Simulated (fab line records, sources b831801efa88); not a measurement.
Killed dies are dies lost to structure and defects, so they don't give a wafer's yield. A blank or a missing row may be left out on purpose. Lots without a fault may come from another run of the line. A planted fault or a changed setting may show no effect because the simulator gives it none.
fab line records | flow sky130 | part 2 of 2: steps 24 to 33 of 33
record lots=5 wafers=15 last_day=49
route steps=708 shown METAL4@631 VIA4@639 METAL5@661
lots that met no fault: from a run of the same line without faults
start_h: hours from the record's first day to the start of the lot's first wafer shown | wait_h: hours since the lot's step before | " the same as in the row above | L1.1+2: a row that stands for several wafers | - no value, or no start given | * or withheld: withheld | < > ~ a bound
route shown NAME@n: a module of which the file shows steps, and the number in the route of the first | usual: mean/standard deviation of fault-free wafers | same: alike in all rows | chamber/n: place in a boat | sites: the reading at each site | _std_site: their standard deviation | _edge_site: outer sites' mean less inner sites' | radius_mm: how far each site lies from the wafer's centre | mask NAME#n: copy n | behind: the tool/chamber that last shaped the wafer | hold: why the lot was held/for how many hours/how that ended | device: the transistor (n, p or np) that didn't switch | end of line: the same wafers' tests at the end of the route | a step without rows: its recipe alone | killed: dies lost to structure and defects at the first sort, not the wafer's yield | map: a wafer's dies, x killed, . not, _ none there
set.NAME: the setting as run; set.NAME@STEP: as run at that earlier step | model.NAME: the simulator's own value behind a step, which no gauge read
lots at some steps of the route; a table a step, a row a wafer
services: from which hour (start_h, from the record's first day; less than 0 if before it) a tool's chamber was out of use, for how many hours, and why
## steps
# step SKY_VIA4_CLEAN_15
# recipe chemistry=IPA time_s=180 temp_c=25
# usual bath_heat_duty_pct=6.5/0.8
# columns lot.wafer tool chamber start_h wait_h bath_heat_duty_pct
L078.4 wet_bench-02 1 1047.79 0.0 6.5
L078.5 " 1 " " 6.3
L078.6 " 1 " " 6.6
L084.3 wet_bench-02 3 1082.54 0.0 4.6
L084.4 " 3 " " 5.9
L084.6 " 3 " " 6.2
L086.1 wet_bench-01 2 1090.65 0.0 7.7
L086.2 " 2 " " 7.3
L086.4 " 2 " " 5.9
L089.2 wet_bench-03 3 1105.25 0.0 7.1
L089.3 " 3 " " 6.9
L089.6 " 3 " " 6.0
L090.3 wet_bench-01 0 1109.95 0.0 6.9
L090.4 " 0 " " 5.9
L090.5 " 0 " " 6.2
# step SKY_VIA4_CLEAN_16
# recipe chemistry=O3/DIW dry=n2_spin
# columns lot.wafer tool chamber start_h wait_h
L078.4+5+6 wet_bench-01 2 1047.85 0.0
L084.3+4+6 wet_bench-03 3 1082.60 0.0
L086.1+2+4 wet_bench-02 0 1090.72 0.0
L089.2+3+6 wet_bench-01 2 1105.31 0.0
L090.3+4+5 wet_bench-03 1 1110.01 0.0
# step SKY_VIA4_SPUTTER_17
# recipe material=TiN target_thk_nm=20 chamber_pressure_pa=5 power_w=4000 time_s=80
# usual throttle_valve_pct=30.3/1
# columns lot.wafer tool chamber start_h wait_h throttle_valve_pct
L078.4 pvd_sputter-02 - 1047.94 0.0 30.2
L078.5 " - " " 31.6
L078.6 " - " " 30.2
L084.3 pvd_sputter-01 - 1082.78 0.0 30.8
L084.4 " - " " 28.6
L084.6 " - " " 28.7
L086.1 pvd_sputter-03 - 1090.82 0.0 29.8
L086.2 " - " " 30.2
L086.4 " - " " 30.7
L089.2 pvd_sputter-03 - 1105.42 0.0 30.1
L089.3 " - " " 32.3
L089.6 " - " " 32.0
L090.3 pvd_sputter-03 - 1110.10 0.0 29.8
L090.4 " - " " 30.3
L090.5 " - " " 30.3
# step SKY_VIA4_CVD_18
# recipe material=W target_thk_nm=505 time_s=152.14 temp_c=400 pressure_torr=38.1
# usual heater_power_w=833/42
# columns lot.wafer tool chamber start_h wait_h heater_power_w since_wet_clean_h
L078.4 cvd_w-01 0 1048.06 0.1 905 -
L078.5 " 1 " " 799 -
L078.6 " 0 " " 892 -
L084.3 cvd_w-02 0 1082.89 0.1 852 -
L084.4 " 1 " " 800 -
L084.6 " 0 " " 815 -
L086.1 cvd_w-02 0 1090.88 0.0 832 173
L086.2 " 1 " " 794 173
L086.4 " 0 " " 825 -
L089.2 cvd_w-01 1 1105.48 0.0 795 701
L089.3 " 1 " " 803 -
L089.6 " 1 " " 802 -
L090.3 cvd_w-02 1 1110.21 0.1 808 -
L090.4 " 0 " " 819 -
L090.5 " 1 " " 794 -
# step SKY_VIA4_RS_MEAS_19
# recipe thk_meas_gauge=four-point-probe reads=W_of_VIA4_CVD_18+TiN_of_VIA4_SPUTTER_17
# usual VIA4_W_RS=0.234/0.0036
# columns lot.wafer tool chamber start_h wait_h VIA4_W_RS[ohm/sq]
L078.4 film_metro-04 - 1048.22 0.1 0.233
L078.5 " - " " 0.235
L078.6 " - " " 0.237
L084.3 film_metro-03 - 1083.04 0.1 0.237
L084.4 " - " " 0.229
L084.6 " - " " 0.237
L086.1 film_metro-02 - 1091.03 0.1 0.237
L086.2 " - " " 0.230
L086.4 " - " " 0.237
L089.2 film_metro-02 - 1105.65 0.1 0.234
L089.3 " - " " 0.237
L089.6 " - " " 0.235
L090.3 film_metro-02 - 1110.36 0.1 0.229
L090.4 " - " " 0.234
L090.5 " - " " 0.227
# step SKY_VIA4_THK_MEAS_20
# recipe thk_meas_gauge=xrf reads=W_of_VIA4_CVD_18
# usual VIA4_W_THK=494/11
# columns lot.wafer tool chamber start_h wait_h VIA4_W_THK[nm]
L078.4 film_metro-04 - 1048.31 0.1 488
L078.5 " - " " 484
L078.6 " - " " 480
L084.3 film_metro-03 - 1083.14 0.1 490
L084.4 " - " " 510
L084.6 " - " " 492
L086.1 film_metro-02 - 1091.15 0.1 492
L086.2 " - " " 508
L086.4 " - " " 491
L089.2 film_metro-02 - 1105.76 0.1 497
L089.3 " - " " 491
L089.6 " - " " 498
L090.3 film_metro-02 - 1110.46 0.1 511
L090.4 " - " " 497
L090.5 " - " " 514
# step SKY_VIA4_CMP_21
# recipe stop_on=SiO2 t_overpolish_s=25 down_force_psi=3.5 platen_rpm=60 target_thk_nm=0 pad_velocity_m_s=0.94248
# usual motor_current_A=11.0/0.71 overpolish_run_s=25.000/0.0087 time_to_endpoint_s=118/5.4
# same t_overpolish_s=25
# columns lot.wafer tool chamber start_h wait_h motor_current_A overpolish_run_s time_to_endpoint_s
L078.4 cmp-02 0 1048.39 0.1 10.5 25.004 125
L078.5 " 3 " " 9.7 25.001 123
L078.6 " 0 " " 10.5 24.990 120
L084.3 cmp-01 1 1083.18 0.0 10.8 24.987 117
L084.4 " 3 " " 10.7 25.000 120
L084.6 " 1 " " 11.1 24.987 116
L086.4 cmp-01 2 1091.84 0.7 11.3 25.002 112
L086.2 " 3 " " 11.7 25.010 124
L086.1 " 0 " " 11.2 25.010 113
L089.2 cmp-01 2 1105.81 0.0 11.3 25.006 114
L089.3 " 1 " " 10.7 25.001 110
L089.6 " 2 " " 10.7 25.003 112
L090.4 cmp-02 1 1110.60 0.1 12.3 25.000 124
L090.3 " 2 " " 10.3 24.999 128
L090.5 " 0 " " 10.1 25.011 120
# step SKY_METAL5_SPUTTER_00
# recipe material=Ti target_thk_nm=15 power_w=3000 time_s=10 chamber_pressure_pa=0.4
# usual throttle_valve_pct=30.2/0.86
# columns lot.wafer tool chamber start_h wait_h throttle_valve_pct
L078.4 pvd_sputter-04 - 1048.64 0.2 30.1
L078.5 " - " " 29.9
L078.6 " - " " 30.7
L084.3 pvd_sputter-03 - 1083.48 0.2 32.2
L084.4 " - " " 29.9
L084.6 " - " " 29.9
L086.1 pvd_sputter-03 - 1092.09 0.1 32.4
L086.2 " - " " 30.0
L086.4 " - " " 30.0
L089.2 pvd_sputter-01 - 1106.11 0.2 28.6
L089.3 " - " " 29.7
L089.6 " - " " 28.7
L090.3 pvd_sputter-01 - 1110.80 0.1 30.5
L090.4 " - " " 29.8
L090.5 " - " " 30.9
# step SKY_METAL5_SPUTTER_01
# recipe material=TiN target_thk_nm=20 power_w=6500 time_s=16.7 chamber_pressure_pa=0.4
# usual throttle_valve_pct=30.2/0.88
# columns lot.wafer tool chamber start_h wait_h throttle_valve_pct
L078.4 pvd_sputter-04 - 1048.66 0.0 29.9
L078.5 " - " " 29.9
L078.6 " - " " 30.7
L084.3 pvd_sputter-03 - 1083.50 0.0 32.5
L084.4 " - " " 30.1
L084.6 " - " " 30.0
L086.1 pvd_sputter-03 - 1092.11 0.0 32.3
L086.2 " - " " 29.9
L086.4 " - " " 30.0
L089.2 pvd_sputter-01 - 1106.13 0.0 28.7
L089.3 " - " " 29.3
L089.6 " - " " 28.9
L090.3 pvd_sputter-01 - 1110.82 0.0 30.4
L090.4 " - " " 29.7
L090.5 " - " " 31.0
# step SKY_METAL5_SPUTTER_02
# recipe material=AlCu target_thk_nm=1150 power_w=10600 time_s=61.2 chamber_pressure_pa=0.4
# usual throttle_valve_pct=30.2/0.87
# columns lot.wafer tool chamber start_h wait_h throttle_valve_pct
L078.4 pvd_sputter-04 - 1048.69 0.0 29.9
L078.5 " - " " 29.8
L078.6 " - " " 30.5
L084.3 pvd_sputter-03 - 1083.52 0.0 32.2
L084.4 " - " " 29.8
L084.6 " - " " 29.9
L086.1 pvd_sputter-03 - 1092.14 0.0 32.5
L086.2 " - " " 30.0
L086.4 " - " " 30.0
L089.2 pvd_sputter-01 - 1106.16 0.0 28.7
L089.3 " - " " 29.6
L089.6 " - " " 28.7
L090.3 pvd_sputter-01 - 1110.84 0.0 30.9
L090.4 " - " " 29.6
L090.5 " - " " 30.8
## services
# columns tool chamber start_h hours kind
pvd_sputter-01 - 1003.75 2.3 repair
plasma_asher-03 - 1007.40 7.1 repair
cmp-02 - 1011.79 2.3 repair
rie_metal-01 - 1013.49 0.2 repair
cmp-01 - 1015.77 4.3 repair
plasma_asher-01 - 1022.59 12.5 repair
hdpcvd-01 0 1034.39 21.5 repair
rie_metal-01 1 1042.50 7.6 repair
plasma_asher-01 - 1047.77 25.3 repair
plasma_asher-04 - 1053.68 0.5 repair
hdpcvd-01 - 1054.14 8.6 repair
cmp-02 - 1058.54 3.6 pm
rie_diel-02 - 1060.15 15.6 pm
cvd_w-02 - 1061.46 0.7 repair
rie_diel-03 2 1066.54 9.2 repair
plasma_asher-04 - 1069.11 1.4 repair
cmp-01 - 1071.48 3.0 repair
pvd_sputter-03 - 1085.52 1.1 repair
cmp-02 - 1087.02 4.0 pm
rie_metal-03 0 1093.79 5.3 repair
pvd_sputter-01 - 1099.34 0.6 repair
pvd_sputter-01 - 1108.35 2.0 repair
pvd_sputter-01 - 1109.12 1.2 repair
cmp-01 - 1110.25 0.5 repair
